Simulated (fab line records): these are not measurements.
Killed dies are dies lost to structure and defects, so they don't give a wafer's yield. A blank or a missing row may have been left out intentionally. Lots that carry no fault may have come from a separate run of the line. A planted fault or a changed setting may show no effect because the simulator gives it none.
fab line records ; flow gf180mcu
[record] lots = 24; wafers = 72; lastDay = 34
route steps=602 shown POLY_GATE@174 V2@397 M3@412 M5@534 V5@541
lots with no fault: from the same line, run without faults
startH: start of the lot's first displayed wafer, in hours after the record's first day ; waitH: time in hours since the lot's previous step ; " identical to the entry in the row above ; L1.1+2: a single row standing in for several wafers ; - no value, or no start given ; * or withheld: withheld ; < > ~ a bound
route shown NAME@n: a module of which the file shows steps, and the number in the route of the first ; usual: mean/standard deviation of fault-free wafers ; same: alike in all rows ; chamber/n: place in a boat ; sites: the reading at each site ; _std_site: how widely they spread, as a standard deviation ; _edge_site: mean of outer sites minus mean of inner sites ; radiusMm: for every site, how far away it sits from the centre of the wafer ; mask NAME#n: copy n ; behind: the tool/chamber that last shaped the wafer ; hold: the reason the lot was held/the length of the hold in hours/how it ended ; device: names the non-switching transistor (n, p or np) ; end of line: the route-end tests of the same wafers ; a step with no rows: only its recipe ; killed: not the wafer's yield, but the dies lost to structure and defects at the first sort ; map: a wafer's dies, marking killed ones x, the rest . and places with no die _
set.NAME: the setting the step ran with; set.NAME@STEP: the setting that earlier step ran with ; model.NAME: the simulator's own value behind a step, which no gauge read
steps of the route over a sample of lots; a table a step, a row a wafer
services: from which hour (startH, from the record's first day; less than 0 if before it) a tool's chamber was out of use, for how many hours, and why
[[steps]]
[step GF_POLY_GATE_THK_MEAS_17]
[recipe] reads = SiO2_of_POLY_GATE_OXIDATION_16
[usual] POLY_GATE_OXIDATION_THK = 3.98/0.088
lot.wafer;tool;chamber;startH;waitH;POLY_GATE_OXIDATION_THK[nm]
L074.4;filmMetro-01;-;202.79;0.0;4.03
L074.5;filmMetro-01;-;202.79;0.0;4.06
L074.6;filmMetro-01;-;202.79;0.0;3.98
L075.1;filmMetro-04;-;203.60;0.0;3.98
L075.2;filmMetro-04;-;203.60;0.0;3.93
L075.6;filmMetro-04;-;203.60;0.0;3.89
L076.1;filmMetro-04;-;209.05;0.0;3.88
L076.3;filmMetro-04;-;209.05;0.0;3.82
L076.4;filmMetro-04;-;209.05;0.0;3.90
L077.2;filmMetro-04;-;214.02;0.0;3.94
L077.3;filmMetro-04;-;214.02;0.0;3.91
L077.5;filmMetro-04;-;214.02;0.0;3.93
L078.1;filmMetro-04;-;219.53;0.0;3.93
L078.2;filmMetro-04;-;219.53;0.0;3.88
L078.4;filmMetro-04;-;219.53;0.0;3.87
L079.1;filmMetro-04;-;232.54;0.0;3.88
L079.3;filmMetro-04;-;232.54;0.0;3.80
L079.4;filmMetro-04;-;232.54;0.0;3.75
L080.3;filmMetro-01;-;240.29;0.0;3.80
L080.5;filmMetro-01;-;240.29;0.0;3.91
L080.6;filmMetro-01;-;240.29;0.0;3.92
L081.2;filmMetro-01;-;252.39;0.0;3.98
L081.5;filmMetro-01;-;252.39;0.0;3.99
L081.6;filmMetro-01;-;252.39;0.0;3.97
L082.2;filmMetro-04;-;263.70;0.0;3.92
L082.4;filmMetro-04;-;263.70;0.0;3.94
L082.5;filmMetro-04;-;263.70;0.0;3.88
L083.1;filmMetro-04;-;264.92;0.0;4.01
L083.2;filmMetro-04;-;264.92;0.0;3.89
L083.6;filmMetro-04;-;264.92;0.0;4.01
L084.1;filmMetro-01;-;275.76;0.0;4.00
L084.3;filmMetro-01;-;275.76;0.0;4.12
L084.6;filmMetro-01;-;275.76;0.0;3.99
L085.1;filmMetro-04;-;286.34;0.0;4.09
L085.3;filmMetro-04;-;286.34;0.0;4.22
L085.6;filmMetro-04;-;286.34;0.0;4.11
L086.3;filmMetro-01;-;293.15;0.0;4.04
L086.5;filmMetro-01;-;293.15;0.0;4.08
L086.6;filmMetro-01;-;293.15;0.0;4.04
L087.1;filmMetro-04;-;303.87;0.0;4.04
L087.4;filmMetro-04;-;303.87;0.0;4.00
L087.6;filmMetro-04;-;303.87;0.0;4.00
L088.1;filmMetro-04;-;306.17;0.0;4.07
L088.3;filmMetro-04;-;306.17;0.0;4.00
L088.6;filmMetro-04;-;306.17;0.0;4.04
L090.1;filmMetro-01;-;314.92;0.0;4.02
L090.4;filmMetro-01;-;314.92;0.0;4.06
L090.5;filmMetro-01;-;314.92;0.0;4.01
L089.1;filmMetro-01;-;319.17;0.0;4.01
L089.3;filmMetro-01;-;319.17;0.0;3.90
L089.4;filmMetro-01;-;319.17;0.0;4.02
L091.2;filmMetro-04;-;322.77;0.0;4.08
L091.3;filmMetro-04;-;322.77;0.0;4.10
L091.6;filmMetro-04;-;322.77;0.0;4.10
L092.1;filmMetro-02;-;333.28;0.0;3.80
L092.2;filmMetro-02;-;333.28;0.0;3.94
L092.3;filmMetro-02;-;333.28;0.0;3.86
L093.1;filmMetro-02;-;340.16;0.0;3.95
L093.3;filmMetro-02;-;340.16;0.0;3.96
L093.6;filmMetro-02;-;340.16;0.0;3.95
L094.1;filmMetro-01;-;344.25;0.0;4.02
L094.4;filmMetro-01;-;344.25;0.0;4.06
L094.5;filmMetro-01;-;344.25;0.0;4.03
L095.1;filmMetro-04;-;347.96;0.0;3.91
L095.3;filmMetro-04;-;347.96;0.0;3.93
L095.4;filmMetro-04;-;347.96;0.0;3.92
L096.2;filmMetro-01;-;359.18;0.0;3.91
L096.4;filmMetro-01;-;359.18;0.0;4.01
L096.5;filmMetro-01;-;359.18;0.0;4.00
L097.1;filmMetro-04;-;366.27;0.0;4.03
L097.2;filmMetro-04;-;366.27;0.0;4.04
L097.6;filmMetro-04;-;366.27;0.0;4.06
[step GF_V2_OVL_MEAS_15]
[usual] V2_OVL = 1/5.8
lot.wafer;tool;chamber;startH;waitH;V2_OVL[nm]
L074.4;overlay-01;-;465.34;0.1;7
L074.5;overlay-01;-;465.34;0.1;6
L074.6;overlay-01;-;465.34;0.1;6
L075.1;overlay-01;-;470.82;0.1;-8
L075.2;overlay-01;-;470.82;0.1;-16
L075.6;overlay-01;-;470.82;0.1;-7
L076.1;overlay-01;-;475.87;0.1;11
L076.3;overlay-01;-;475.87;0.1;4
L076.4;overlay-01;-;475.87;0.1;2
L077.2;overlay-02;-;484.78;0.1;-3
L077.3;overlay-02;-;484.78;0.1;2
L077.5;overlay-02;-;484.78;0.1;7
L078.1;overlay-01;-;488.22;0.1;6
L078.2;overlay-01;-;488.22;0.1;10
L078.4;overlay-01;-;488.22;0.1;5
L079.1;overlay-02;-;504.52;0.1;5
L079.3;overlay-02;-;504.52;0.1;-3
L079.4;overlay-02;-;504.52;0.1;4
L080.3;overlay-01;-;516.40;0.1;1
L080.5;overlay-01;-;516.40;0.1;0
L080.6;overlay-01;-;516.40;0.1;0
L081.2;overlay-01;-;530.37;0.1;3
L081.5;overlay-01;-;530.37;0.1;2
L081.6;overlay-01;-;530.37;0.1;0
L082.2;overlay-02;-;542.07;0.1;4
L082.4;overlay-02;-;542.07;0.1;-1
L082.5;overlay-02;-;542.07;0.1;-3
L083.1;overlay-02;-;547.37;0.1;0
L083.2;overlay-02;-;547.37;0.1;-1
L083.6;overlay-02;-;547.37;0.1;-2
L084.1;overlay-02;-;556.37;0.1;-6
L084.3;overlay-02;-;556.37;0.1;-7
L084.6;overlay-02;-;556.37;0.1;-8
L085.1;overlay-01;-;569.02;0.1;1
L085.3;overlay-01;-;569.02;0.1;7
L085.6;overlay-01;-;569.02;0.1;9
L086.3;overlay-02;-;576.40;0.1;6
L086.5;overlay-02;-;576.40;0.1;7
L086.6;overlay-02;-;576.40;0.1;-4
L087.1;overlay-01;-;589.77;0.1;2
L087.4;overlay-01;-;589.77;0.1;4
L087.6;overlay-01;-;589.77;0.1;2
L088.1;overlay-01;-;594.82;0.1;-3
L088.3;overlay-01;-;594.82;0.1;-2
L088.6;overlay-01;-;594.82;0.1;0
L090.1;overlay-01;-;599.62;0.1;10
L090.4;overlay-01;-;599.62;0.1;7
L090.5;overlay-01;-;599.62;0.1;9
L091.2;overlay-01;-;608.38;0.1;0
L091.3;overlay-01;-;608.38;0.1;3
L091.6;overlay-01;-;608.38;0.1;1
L089.1;overlay-01;-;609.97;0.1;2
L089.3;overlay-01;-;609.97;0.1;5
L089.4;overlay-01;-;609.97;0.1;6
L092.1;overlay-02;-;615.77;0.1;-6
L092.2;overlay-02;-;615.77;0.1;2
L092.3;overlay-02;-;615.77;0.1;5
L093.1;overlay-02;-;624.67;0.1;4
L093.3;overlay-02;-;624.67;0.1;0
L093.6;overlay-02;-;624.67;0.1;-6
L094.1;overlay-02;-;629.02;0.1;-2
L094.4;overlay-02;-;629.02;0.1;-6
L094.5;overlay-02;-;629.02;0.1;5
L095.1;overlay-02;-;630.27;0.1;-5
L095.3;overlay-02;-;630.27;0.1;-1
L095.4;overlay-02;-;630.27;0.1;-2
L096.2;overlay-02;-;640.87;0.1;11
L096.4;overlay-02;-;640.87;0.1;11
L096.5;overlay-02;-;640.87;0.1;15
L097.1;overlay-01;-;653.22;0.1;-7
L097.2;overlay-01;-;653.22;0.1;-4
L097.6;overlay-01;-;653.22;0.1;-1
[step GF_M3_SPUTTER_03]
[recipe] material = Ti; targetThkNm = 10; substrateTempC = 300; chamberPressurePa = 0.3; powerW = 3000; timeS = 6.7
[usual] throttleValvePct = 30.6/0.88
lot.wafer;tool;chamber;startH;waitH;throttleValvePct
L074.4;pvdSputter-04;-;466.88;0.0;30.6
L074.5;pvdSputter-04;-;466.88;0.0;32.5
L074.6;pvdSputter-04;-;466.88;0.0;30.6
L075.1;pvdSputter-02;-;472.38;0.0;30.7
L075.2;pvdSputter-02;-;472.38;0.0;30.7
L075.6;pvdSputter-02;-;472.38;0.0;31.0
L076.1;pvdSputter-02;-;477.64;0.0;30.6
L076.3;pvdSputter-02;-;477.64;0.0;30.6
L076.4;pvdSputter-02;-;477.64;0.0;30.5
L077.2;pvdSputter-02;-;486.51;0.0;30.9
L077.3;pvdSputter-02;-;486.51;0.0;30.6
L077.5;pvdSputter-02;-;486.51;0.0;30.8
L078.1;pvdSputter-02;-;489.87;0.0;31.0
L078.2;pvdSputter-02;-;489.87;0.0;31.0
L078.4;pvdSputter-02;-;489.87;0.0;30.7
L079.1;pvdSputter-04;-;506.07;0.0;28.8
L079.3;pvdSputter-04;-;506.07;0.0;30.4
L079.4;pvdSputter-04;-;506.07;0.0;30.5
L080.3;pvdSputter-02;-;517.96;0.0;30.6
L080.5;pvdSputter-02;-;517.96;0.0;30.8
L080.6;pvdSputter-02;-;517.96;0.0;30.3
L081.2;pvdSputter-02;-;532.08;0.0;31.2
L081.5;pvdSputter-02;-;532.08;0.0;30.5
L081.6;pvdSputter-02;-;532.08;0.0;30.7
L082.2;pvdSputter-02;-;543.65;0.0;30.7
L082.4;pvdSputter-02;-;543.65;0.0;31.2
L082.5;pvdSputter-02;-;543.65;0.0;30.6
L083.1;pvdSputter-02;-;548.92;0.0;30.8
L083.2;pvdSputter-02;-;548.92;0.0;31.1
L083.6;pvdSputter-02;-;548.92;0.0;30.9
L084.1;pvdSputter-04;-;557.95;0.0;30.5
L084.3;pvdSputter-04;-;557.95;0.0;28.6
L084.6;pvdSputter-04;-;557.95;0.0;30.6
L085.1;pvdSputter-04;-;570.61;0.0;30.3
L085.3;pvdSputter-04;-;570.61;0.0;28.9
L085.6;pvdSputter-04;-;570.61;0.0;32.1
L086.3;pvdSputter-02;-;577.96;0.0;30.7
L086.5;pvdSputter-02;-;577.96;0.0;30.4
L086.6;pvdSputter-02;-;577.96;0.0;30.6
L087.1;pvdSputter-04;-;591.33;0.0;29.1
L087.4;pvdSputter-04;-;591.33;0.0;32.2
L087.6;pvdSputter-04;-;591.33;0.0;30.2
L088.1;pvdSputter-02;-;596.37;0.0;30.7
L088.3;pvdSputter-02;-;596.37;0.0;30.3
L088.6;pvdSputter-02;-;596.37;0.0;30.6
L090.1;pvdSputter-04;-;601.17;0.0;32.3
L090.4;pvdSputter-04;-;601.17;0.0;30.5
L090.5;pvdSputter-04;-;601.17;0.0;32.3
L091.2;pvdSputter-04;-;609.95;0.0;32.0
L091.3;pvdSputter-04;-;609.95;0.0;30.1
L091.6;pvdSputter-04;-;609.95;0.0;29.0
L089.1;pvdSputter-01;-;611.53;0.0;29.1
L089.3;pvdSputter-01;-;611.53;0.0;30.0
L089.4;pvdSputter-01;-;611.53;0.0;28.3
L092.1;pvdSputter-04;-;617.32;0.0;30.6
L092.2;pvdSputter-04;-;617.32;0.0;29.0
L092.3;pvdSputter-04;-;617.32;0.0;32.1
L093.1;pvdSputter-02;-;626.24;0.0;30.6
L093.3;pvdSputter-02;-;626.24;0.0;30.8
L093.6;pvdSputter-02;-;626.24;0.0;30.5
L094.1;pvdSputter-04;-;630.91;0.0;30.5
L094.4;pvdSputter-04;-;630.91;0.0;32.1
L094.5;pvdSputter-04;-;630.91;0.0;30.7
L095.1;pvdSputter-02;-;632.26;0.0;30.8
L095.3;pvdSputter-02;-;632.26;0.0;30.4
L095.4;pvdSputter-02;-;632.26;0.0;30.9
L096.2;pvdSputter-02;-;642.51;0.0;30.8
L096.4;pvdSputter-02;-;642.51;0.0;30.7
L096.5;pvdSputter-02;-;642.51;0.0;30.4
L097.1;pvdSputter-01;-;654.78;0.0;30.1
L097.2;pvdSputter-01;-;654.78;0.0;29.3
L097.6;pvdSputter-01;-;654.78;0.0;28.4
[step GF_M5_OVL_MEAS_08]
[usual] M5_OVL = -1/4.9
lot.wafer;tool;chamber;startH;waitH;M5_OVL[nm]
L074.4;overlay-01;-;607.04;0.1;-1
L074.5;overlay-01;-;607.04;0.1;-9
L074.6;overlay-01;-;607.04;0.1;-4
L076.1;overlay-01;-;617.44;0.1;0
L076.3;overlay-01;-;617.44;0.1;-2
L076.4;overlay-01;-;617.44;0.1;4
L077.2;overlay-02;-;626.13;0.1;-5
L077.3;overlay-02;-;626.13;0.1;0
L077.5;overlay-02;-;626.13;0.1;0
L078.1;overlay-01;-;627.27;0.1;7
L078.2;overlay-01;-;627.27;0.1;8
L078.4;overlay-01;-;627.27;0.1;2
L079.1;overlay-01;-;640.52;0.1;1
L079.3;overlay-01;-;640.52;0.1;-2
L079.4;overlay-01;-;640.52;0.1;-3
L080.3;overlay-02;-;651.43;0.1;-5
L080.5;overlay-02;-;651.43;0.1;-5
L080.6;overlay-02;-;651.43;0.1;1
L081.2;overlay-01;-;663.92;0.1;3
L081.5;overlay-01;-;663.92;0.1;12
L081.6;overlay-01;-;663.92;0.1;8
L082.2;overlay-01;-;674.18;0.1;-7
L082.4;overlay-01;-;674.18;0.1;0
L082.5;overlay-01;-;674.18;0.1;10
L083.1;overlay-01;-;678.32;0.1;-5
L083.2;overlay-01;-;678.32;0.1;-8
L083.6;overlay-01;-;678.32;0.1;-3
L075.1;overlay-01;-;683.73;0.1;-6
L075.2;overlay-01;-;683.73;0.1;1
L075.6;overlay-01;-;683.73;0.1;-8
L084.1;overlay-02;-;685.78;0.1;-4
L084.3;overlay-02;-;685.78;0.1;-6
L084.6;overlay-02;-;685.78;0.1;7
L085.1;overlay-01;-;697.38;0.1;0
L085.3;overlay-01;-;697.38;0.1;5
L085.6;overlay-01;-;697.38;0.1;12
L086.3;overlay-01;-;702.55;0.1;-2
L086.5;overlay-01;-;702.55;0.1;-2
L086.6;overlay-01;-;702.55;0.1;-8
L087.1;overlay-02;-;715.22;0.1;2
L087.4;overlay-02;-;715.22;0.1;3
L087.6;overlay-02;-;715.22;0.1;-3
L088.1;overlay-01;-;720.87;0.1;-5
L088.3;overlay-01;-;720.87;0.1;1
L088.6;overlay-01;-;720.87;0.1;-8
L090.1;overlay-01;-;724.27;0.1;11
L090.4;overlay-01;-;724.27;0.1;-1
L090.5;overlay-01;-;724.27;0.1;3
L091.2;overlay-02;-;730.22;0.1;-3
L091.3;overlay-02;-;730.22;0.1;1
L091.6;overlay-02;-;730.22;0.1;0
L089.1;overlay-01;-;731.82;0.1;-3
L089.3;overlay-01;-;731.82;0.1;3
L089.4;overlay-01;-;731.82;0.1;-2
L092.1;overlay-02;-;738.87;0.1;0
L092.2;overlay-02;-;738.87;0.1;-6
L092.3;overlay-02;-;738.87;0.1;3
L093.1;overlay-01;-;745.32;0.1;-8
L093.3;overlay-01;-;745.32;0.1;-3
L093.6;overlay-01;-;745.32;0.1;-4
L094.1;overlay-01;-;747.67;0.1;-2
L094.4;overlay-01;-;747.67;0.1;-1
L094.5;overlay-01;-;747.67;0.1;1
L095.1;overlay-01;-;749.37;0.1;-2
L095.3;overlay-01;-;749.37;0.1;-5
L095.4;overlay-01;-;749.37;0.1;-8
L096.2;overlay-01;-;760.28;0.1;8
L096.4;overlay-01;-;760.28;0.1;3
L096.5;overlay-01;-;760.28;0.1;5
L097.1;overlay-02;-;769.22;0.1;5
L097.2;overlay-02;-;769.22;0.1;-2
L097.6;overlay-02;-;769.22;0.1;0
[step GF_V5_THK_MEAS_01]
[recipe] reads = SiO2_of_V5_CVD_00
[usual] V5_CVD_00_THK = 301/3.2
lot.wafer;tool;chamber;startH;waitH;V5_CVD_00_THK[nm]
L074.4;filmMetro-01;-;607.81;0.0;309
L074.5;filmMetro-01;-;607.81;0.0;307
L074.6;filmMetro-01;-;607.81;0.0;305
L076.1;filmMetro-01;-;618.23;0.0;304
L076.3;filmMetro-01;-;618.23;0.0;299
L076.4;filmMetro-01;-;618.23;0.0;298
L077.2;filmMetro-04;-;626.88;0.0;300
L077.3;filmMetro-04;-;626.88;0.0;300
L077.5;filmMetro-04;-;626.88;0.0;298
L078.1;filmMetro-03;-;628.13;0.0;303
L078.2;filmMetro-03;-;628.13;0.0;305
L078.4;filmMetro-03;-;628.13;0.0;304
L079.1;filmMetro-03;-;641.36;0.0;299
L079.3;filmMetro-03;-;641.36;0.0;305
L079.4;filmMetro-03;-;641.36;0.0;301
L080.3;filmMetro-03;-;652.21;0.0;300
L080.5;filmMetro-03;-;652.21;0.0;303
L080.6;filmMetro-03;-;652.21;0.0;299
L081.2;filmMetro-03;-;664.79;0.0;303
L081.5;filmMetro-03;-;664.79;0.0;301
L081.6;filmMetro-03;-;664.79;0.0;299
L082.2;filmMetro-01;-;674.99;0.1;302
L082.4;filmMetro-01;-;674.99;0.1;300
L082.5;filmMetro-01;-;674.99;0.1;303
L083.1;filmMetro-03;-;679.08;0.0;308
L083.2;filmMetro-03;-;679.08;0.0;300
L083.6;filmMetro-03;-;679.08;0.0;303
L075.1;filmMetro-01;-;684.51;0.0;300
L075.2;filmMetro-01;-;684.51;0.0;302
L075.6;filmMetro-01;-;684.51;0.0;298
L084.1;filmMetro-01;-;686.64;0.0;303
L084.3;filmMetro-01;-;686.64;0.0;300
L084.6;filmMetro-01;-;686.64;0.0;299
L085.1;filmMetro-03;-;698.47;0.0;303
L085.3;filmMetro-03;-;698.47;0.0;302
L085.6;filmMetro-03;-;698.47;0.0;304
L086.3;filmMetro-01;-;703.74;0.0;297
L086.5;filmMetro-01;-;703.74;0.0;297
L086.6;filmMetro-01;-;703.74;0.0;294
L087.1;filmMetro-01;-;716.10;0.0;307
L087.4;filmMetro-01;-;716.10;0.0;302
L087.6;filmMetro-01;-;716.10;0.0;308
L088.1;filmMetro-01;-;721.65;0.0;303
L088.3;filmMetro-01;-;721.65;0.0;304
L088.6;filmMetro-01;-;721.65;0.0;300
L090.1;filmMetro-01;-;725.02;0.0;302
L090.4;filmMetro-01;-;725.02;0.0;305
L090.5;filmMetro-01;-;725.02;0.0;305
L091.2;filmMetro-01;-;730.97;0.0;301
L091.3;filmMetro-01;-;730.97;0.0;300
L091.6;filmMetro-01;-;730.97;0.0;300
L089.1;filmMetro-04;-;732.60;0.0;305
L089.3;filmMetro-04;-;732.60;0.0;302
L089.4;filmMetro-04;-;732.60;0.0;303
L092.1;filmMetro-04;-;739.63;0.0;301
L092.2;filmMetro-04;-;739.63;0.0;298
L092.3;filmMetro-04;-;739.63;0.0;300
L093.1;filmMetro-01;-;746.18;0.0;298
L093.3;filmMetro-01;-;746.18;0.0;305
L093.6;filmMetro-01;-;746.18;0.0;302
L094.1;filmMetro-03;-;748.53;0.0;296
L094.4;filmMetro-03;-;748.53;0.0;301
L094.5;filmMetro-03;-;748.53;0.0;298
L095.1;filmMetro-01;-;750.12;0.0;305
L095.3;filmMetro-01;-;750.12;0.0;304
L095.4;filmMetro-01;-;750.12;0.0;306
L096.2;filmMetro-01;-;761.06;0.0;301
L096.4;filmMetro-01;-;761.06;0.0;307
L096.5;filmMetro-01;-;761.06;0.0;304
L097.1;filmMetro-04;-;769.97;0.0;302
L097.2;filmMetro-04;-;769.97;0.0;293
L097.6;filmMetro-04;-;769.97;0.0;297
[step GF_V5_BOW_MEAS_05]
[recipe] mode = bow
[usual] V5_BOW = 132/9.3
lot.wafer;tool;chamber;startH;waitH;V5_BOW[um]
L074.4;filmMetro-01;-;608.37;0.3;137
L074.5;filmMetro-01;-;608.37;0.3;129
L074.6;filmMetro-01;-;608.37;0.3;135
L076.1;filmMetro-04;-;618.76;0.1;132
L076.3;filmMetro-04;-;618.76;0.1;138
L076.4;filmMetro-04;-;618.76;0.1;130
L077.2;filmMetro-01;-;627.42;0.1;126
L077.3;filmMetro-01;-;627.42;0.1;133
L077.5;filmMetro-01;-;627.42;0.1;121
L078.1;filmMetro-04;-;628.66;0.2;126
L078.2;filmMetro-04;-;628.66;0.2;118
L078.4;filmMetro-04;-;628.66;0.2;111
L079.1;filmMetro-01;-;641.88;0.2;129
L079.3;filmMetro-01;-;641.88;0.2;128
L079.4;filmMetro-01;-;641.88;0.2;133
L080.3;filmMetro-03;-;652.76;0.1;137
L080.5;filmMetro-03;-;652.76;0.1;136
L080.6;filmMetro-03;-;652.76;0.1;128
L081.2;filmMetro-03;-;665.32;0.2;129
L081.5;filmMetro-03;-;665.32;0.2;125
L081.6;filmMetro-03;-;665.32;0.2;123
L082.2;filmMetro-03;-;675.60;0.2;132
L082.4;filmMetro-03;-;675.60;0.2;133
L082.5;filmMetro-03;-;675.60;0.2;141
L083.1;filmMetro-01;-;679.61;0.1;126
L083.2;filmMetro-01;-;679.61;0.1;125
L083.6;filmMetro-01;-;679.61;0.1;126
L075.1;filmMetro-01;-;685.16;0.3;151
L075.2;filmMetro-01;-;685.16;0.3;132
L075.6;filmMetro-01;-;685.16;0.3;146
L084.1;filmMetro-03;-;687.27;0.1;150
L084.3;filmMetro-03;-;687.27;0.1;135
L084.6;filmMetro-03;-;687.27;0.1;142
L085.1;filmMetro-03;-;699.21;0.2;129
L085.3;filmMetro-03;-;699.21;0.2;119
L085.6;filmMetro-03;-;699.21;0.2;124
L086.3;filmMetro-01;-;704.50;0.3;120
L086.5;filmMetro-01;-;704.50;0.3;118
L086.6;filmMetro-01;-;704.50;0.3;131
L087.1;filmMetro-01;-;716.63;0.2;131
L087.4;filmMetro-01;-;716.63;0.2;125
L087.6;filmMetro-01;-;716.63;0.2;136
L088.1;filmMetro-03;-;722.36;0.1;123
L088.3;filmMetro-03;-;722.36;0.1;122
L088.6;filmMetro-03;-;722.36;0.1;132
L090.1;filmMetro-01;-;725.59;0.2;125
L090.4;filmMetro-01;-;725.59;0.2;111
L090.5;filmMetro-01;-;725.59;0.2;119
L091.2;filmMetro-01;-;731.51;0.3;132
L091.3;filmMetro-01;-;731.51;0.3;134
L091.6;filmMetro-01;-;731.51;0.3;138
L089.1;filmMetro-04;-;733.13;0.2;131
L089.3;filmMetro-04;-;733.13;0.2;132
L089.4;filmMetro-04;-;733.13;0.2;141
L092.1;filmMetro-03;-;740.17;0.1;144
L092.2;filmMetro-03;-;740.17;0.1;142
L092.3;filmMetro-03;-;740.17;0.1;139
L093.1;filmMetro-03;-;746.85;0.2;128
L093.3;filmMetro-03;-;746.85;0.2;126
L093.6;filmMetro-03;-;746.85;0.2;125
L094.1;filmMetro-03;-;749.06;0.2;146
L094.4;filmMetro-03;-;749.06;0.2;132
L094.5;filmMetro-03;-;749.06;0.2;145
L095.1;filmMetro-04;-;750.70;0.2;130
L095.3;filmMetro-04;-;750.70;0.2;139
L095.4;filmMetro-04;-;750.70;0.2;135
L096.2;filmMetro-01;-;761.60;0.1;138
L096.4;filmMetro-01;-;761.60;0.1;116
L096.5;filmMetro-01;-;761.60;0.1;128
L097.1;filmMetro-01;-;770.50;0.1;143
L097.2;filmMetro-01;-;770.50;0.1;151
L097.6;filmMetro-01;-;770.50;0.1;149
[[services]]
tool;chamber;startH;hours;kind
pvdSputter-04;-;483.64;14.4;repair
pvdSputter-02;-;539.27;1.1;repair
pvdSputter-01;-;563.22;1.0;repair
pvdSputter-02;2;573.18;-;consumableReplace:kit
pvdSputter-02;2;573.18;18.0;scheduledDown
pvdSputter-02;2;573.18;18.0;ventCycle
pvdSputter-04;2;601.23;-;consumableReplace:kit
pvdSputter-04;2;601.23;18.0;scheduledDown
pvdSputter-04;2;601.23;18.0;ventCycle
pvdSputter-02;-;646.42;1.2;repair
[[key]]
fault none
